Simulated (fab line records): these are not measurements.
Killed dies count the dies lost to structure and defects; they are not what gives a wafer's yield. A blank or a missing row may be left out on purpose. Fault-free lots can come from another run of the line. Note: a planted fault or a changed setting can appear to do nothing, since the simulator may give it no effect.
Which tool was responsible? :: flow gf180mcu :: Sampling: 10 lots, 30 wafers, 6 of 602 route steps

== WHAT THE GAUGES SHOWED, per wafer ==
GF_M3_RS_MEAS_05: a four-point-probe measurement.
lot: L859
measured: day 19 16:35
on: film-metro-02
M3_ALCU_RS (ohm/sq): 0.0691 0.0685 0.0698

lot: L863
measured: day 21 08:39
on: film-metro-04
M3_ALCU_RS (ohm/sq): 0.0695 0.0693 0.0684

lot: L864
measured: day 24 01:06
on: film-metro-01
M3_ALCU_RS (ohm/sq): 0.0704 0.0701 0.0687

lot: L865
measured: day 24 04:43
on: film-metro-04
M3_ALCU_RS (ohm/sq): 0.0689 0.0691 0.0685

lot: L866
measured: day 24 06:02
on: film-metro-01
M3_ALCU_RS (ohm/sq): 0.1302 0.0706 0.0706

lot: L868
measured: day 24 07:55
on: film-metro-04
M3_ALCU_RS (ohm/sq): 0.1266 0.1257 0.0683

lot: L871
measured: day 25 01:41
on: film-metro-01
M3_ALCU_RS (ohm/sq): 0.1295 0.1263 0.0718

lot: L875
measured: day 26 14:46
on: film-metro-04
M3_ALCU_RS (ohm/sq): 0.0700 0.0692 0.0699

lot: L881
measured: day 28 10:13
on: film-metro-01
M3_ALCU_RS (ohm/sq): 0.0698 0.0707 0.0703

lot: L880
measured: day 28 10:34
on: film-metro-02
M3_ALCU_RS (ohm/sq): 0.0711 0.0709 0.0692

GF_M3_THK_MEAS_06: measures by xrf.
lot: L859
measured: day 19 16:43
on: film-metro-02
M3_ALCU_THK (nm): 446 449 442

lot: L863
measured: day 21 08:46
on: film-metro-04
M3_ALCU_THK (nm): 445 443 452

lot: L864
measured: day 24 01:13
on: film-metro-01
M3_ALCU_THK (nm): 443 447 451

lot: L865
measured: day 24 04:50
on: film-metro-04
M3_ALCU_THK (nm): 444 444 447

lot: L866
measured: day 24 06:08
on: film-metro-01
M3_ALCU_THK (nm): 242 441 442

lot: L868
measured: day 24 08:02
on: film-metro-04
M3_ALCU_THK (nm): 245 246 451

lot: L871
measured: day 25 01:49
on: film-metro-01
M3_ALCU_THK (nm): 243 250 433

lot: L875
measured: day 26 14:53
on: film-metro-04
M3_ALCU_THK (nm): 439 446 440

lot: L881
measured: day 28 10:19
on: film-metro-01
M3_ALCU_THK (nm): 446 444 445

lot: L880
measured: day 28 10:40
on: film-metro-02
M3_ALCU_THK (nm): 437 438 448

== WHICH TOOL RAN EACH LOT (tool, then ch and the chambers of the sampled wafers, then the start) ==
lot: L859
GF_V2_SPUTTER_21: pvd-sputter-01, day 19 15:41
GF_V2_CMP_26: cmp-02 ch 0,1,2, day 19 16:04
GF_M3_SPUTTER_00: pvd-sputter-02, day 19 16:22
GF_M3_SPUTTER_02: pvd-sputter-02, day 19 16:30

lot: L863
GF_V2_SPUTTER_21: pvd-sputter-03, day 21 07:43
GF_V2_CMP_26: cmp-01 ch 0,1, day 21 08:10
GF_M3_SPUTTER_00: pvd-sputter-02, day 21 08:25
GF_M3_SPUTTER_02: pvd-sputter-02, day 21 08:32

lot: L864
GF_V2_SPUTTER_21: pvd-sputter-01, day 24 00:10
GF_V2_CMP_26: cmp-02 ch 0,1,3, day 24 00:37
GF_M3_SPUTTER_00: pvd-sputter-02, day 24 00:52
GF_M3_SPUTTER_02: pvd-sputter-02, day 24 00:59

lot: L865
GF_V2_SPUTTER_21: pvd-sputter-03, day 24 03:48
GF_V2_CMP_26: cmp-02 ch 2,3, day 24 04:11
GF_M3_SPUTTER_00: pvd-sputter-04, day 24 04:29
GF_M3_SPUTTER_02: pvd-sputter-04, day 24 04:37

lot: L866
GF_V2_SPUTTER_21: pvd-sputter-03, day 24 05:05
GF_V2_CMP_26: cmp-02 ch 1,3, day 24 05:29
GF_M3_SPUTTER_00: pvd-sputter-02, day 24 05:47
GF_M3_SPUTTER_02: pvd-sputter-02, day 24 05:55

lot: L868
GF_V2_SPUTTER_21: pvd-sputter-04, day 24 06:59
GF_V2_CMP_26: cmp-01 ch 0,1,3, day 24 07:23
GF_M3_SPUTTER_00: pvd-sputter-02, day 24 07:41
GF_M3_SPUTTER_02: pvd-sputter-02, day 24 07:49

lot: L871
GF_V2_SPUTTER_21: pvd-sputter-01, day 25 00:46
GF_V2_CMP_26: cmp-01 ch 0,2, day 25 01:10
GF_M3_SPUTTER_00: pvd-sputter-02, day 25 01:28
GF_M3_SPUTTER_02: pvd-sputter-02, day 25 01:36

lot: L875
GF_V2_SPUTTER_21: pvd-sputter-04, day 26 13:49
GF_V2_CMP_26: cmp-02 ch 1,2,3, day 26 14:19
GF_M3_SPUTTER_00: pvd-sputter-01, day 26 14:32
GF_M3_SPUTTER_02: pvd-sputter-01, day 26 14:40

lot: L881
GF_V2_SPUTTER_21: pvd-sputter-03, day 28 09:10
GF_V2_CMP_26: cmp-01 ch 1,2,3, day 28 09:46
GF_M3_SPUTTER_00: pvd-sputter-01, day 28 09:58
GF_M3_SPUTTER_02: pvd-sputter-01, day 28 10:06

lot: L880
GF_V2_SPUTTER_21: pvd-sputter-04, day 28 09:31
GF_V2_CMP_26: cmp-02 ch 1,2, day 28 10:04
GF_M3_SPUTTER_00: pvd-sputter-02, day 28 10:19
GF_M3_SPUTTER_02: pvd-sputter-02, day 28 10:27
- GF_V2_SPUTTER_21: material Ti, target thk 15 nm, time 80.02 s.
- GF_V2_CMP_26: polishes, stops on SiO2, t overpolish 15 s, target thk 0 nm.
- GF_M3_SPUTTER_00: material Ti, target thk 37.5 nm, time 150 s.
- GF_M3_SPUTTER_02: material AlCu, target thk 450 nm, time 23.9 s.

== AS READ BY THE TOOLS THEMSELVES (means over the sampled wafers that have a number; for cases with no such wafer, the mark the record gives instead) ==
GF_V2_SPUTTER_21.
lot: L859
tool: pvd-sputter-01
throttle-valve-pct (%): 29.2

lot: L863
tool: pvd-sputter-03
throttle-valve-pct (%): 30.6

lot: L864
tool: pvd-sputter-01
throttle-valve-pct (%): 29.9

lot: L865
tool: pvd-sputter-03
throttle-valve-pct (%): 30.2

lot: L866
tool: pvd-sputter-03
throttle-valve-pct (%): 31.0

lot: L868
tool: pvd-sputter-04
throttle-valve-pct (%): 30.7

lot: L871
tool: pvd-sputter-01
throttle-valve-pct (%): 28.9

lot: L875
tool: pvd-sputter-04
throttle-valve-pct (%): 30.4

lot: L881
tool: pvd-sputter-03
throttle-valve-pct (%): 30.6

lot: L880
tool: pvd-sputter-04
throttle-valve-pct (%): 30.4

GF_V2_CMP_26.
lot: L859
tool: cmp-02
motor-current-A (A): 11.6
overpolish-run-s (s): 14.997
time-to-endpoint-s (s): 80

lot: L863
tool: cmp-01
motor-current-A (A): 11.7
overpolish-run-s (s): 15.002
time-to-endpoint-s (s): 80

lot: L864
tool: cmp-02
motor-current-A (A): 11.7
overpolish-run-s (s): 14.997
time-to-endpoint-s (s): 85

lot: L865
tool: cmp-02
motor-current-A (A): 10.5
overpolish-run-s (s): 14.990
time-to-endpoint-s (s): 84

lot: L866
tool: cmp-02
motor-current-A (A): 11.3
overpolish-run-s (s): 15.001
time-to-endpoint-s (s): 86

lot: L868
tool: cmp-01
motor-current-A (A): 11.0
overpolish-run-s (s): 15.008
time-to-endpoint-s (s): 83

lot: L871
tool: cmp-01
motor-current-A (A): 11.2
overpolish-run-s (s): 15.001
time-to-endpoint-s (s): 81

lot: L875
tool: cmp-02
motor-current-A (A): 11.3
overpolish-run-s (s): 14.999
time-to-endpoint-s (s): 84

lot: L881
tool: cmp-01
motor-current-A (A): 10.2
overpolish-run-s (s): 14.998
time-to-endpoint-s (s): 79

lot: L880
tool: cmp-02
motor-current-A (A): 11.1
overpolish-run-s (s): 14.996
time-to-endpoint-s (s): 85

GF_M3_SPUTTER_00.
lot: L859
tool: pvd-sputter-02
throttle-valve-pct (%): 29.6

lot: L863
tool: pvd-sputter-02
throttle-valve-pct (%): 29.9

lot: L864
tool: pvd-sputter-02
throttle-valve-pct (%): 29.6

lot: L865
tool: pvd-sputter-04
throttle-valve-pct (%): 30.6

lot: L866
tool: pvd-sputter-02
throttle-valve-pct (%): 29.8

lot: L868
tool: pvd-sputter-02
throttle-valve-pct (%): 29.5

lot: L871
tool: pvd-sputter-02
throttle-valve-pct (%): 29.8

lot: L875
tool: pvd-sputter-01
throttle-valve-pct (%): 29.8

lot: L881
tool: pvd-sputter-01
throttle-valve-pct (%): 29.0

lot: L880
tool: pvd-sputter-02
throttle-valve-pct (%): 29.4

GF_M3_SPUTTER_02.
lot: L859
tool: pvd-sputter-02
throttle-valve-pct (%): 29.8

lot: L863
tool: pvd-sputter-02
throttle-valve-pct (%): 29.7

lot: L864
tool: pvd-sputter-02
throttle-valve-pct (%): 29.6

lot: L865
tool: pvd-sputter-04
throttle-valve-pct (%): 30.6

lot: L866
tool: pvd-sputter-02
throttle-valve-pct (%): 29.9

lot: L868
tool: pvd-sputter-02
throttle-valve-pct (%): 29.4

lot: L871
tool: pvd-sputter-02
throttle-valve-pct (%): 29.9

lot: L875
tool: pvd-sputter-01
throttle-valve-pct (%): 29.7

lot: L881
tool: pvd-sputter-01
throttle-valve-pct (%): 29.0

lot: L880
tool: pvd-sputter-02
throttle-valve-pct (%): 29.5

== THE ANSWER, worked out from the rows above alone ==
Rule: usual is defined by the lots themselves. The widest of any qualifying gaps counts: lots, ordered by their means at a reading, are off when they make up no more than a third of the lots, leave a main group of 4 or more, and stand apart from it by 3 or more times the standard deviation of that group's means. The tables above print the reading to a certain number of digits; a main group whose means all agree to those digits is not used. A lot without any number at a reading at which 4 lots or more have one is off too. The other lots that the step has rows for count as sound. After the gauges, taken in route order, come the tools' own readings; for these a lot's mean is taken, as printed above. The first step at which some lot is off is used, and at that step the reading that is off furthest; a lot without a number counts as furthest.
Off: at GF_M3_RS_MEAS_05 (M3_ALCU_RS), L866, L868, L871. The main group has a mean of 0.0696 ohm/sq with a standard deviation of 0.00056.
If a tool, at a process step before that reading, ran all the lots that are off and no sound lot after the first of them, it fits. Those tools and the gauges at GF_M3_RS_MEAS_05 are tried in the same way. No candidate that was tried fits.

== WHAT HAD BEEN PUT IN BY THE SIMULATOR ==
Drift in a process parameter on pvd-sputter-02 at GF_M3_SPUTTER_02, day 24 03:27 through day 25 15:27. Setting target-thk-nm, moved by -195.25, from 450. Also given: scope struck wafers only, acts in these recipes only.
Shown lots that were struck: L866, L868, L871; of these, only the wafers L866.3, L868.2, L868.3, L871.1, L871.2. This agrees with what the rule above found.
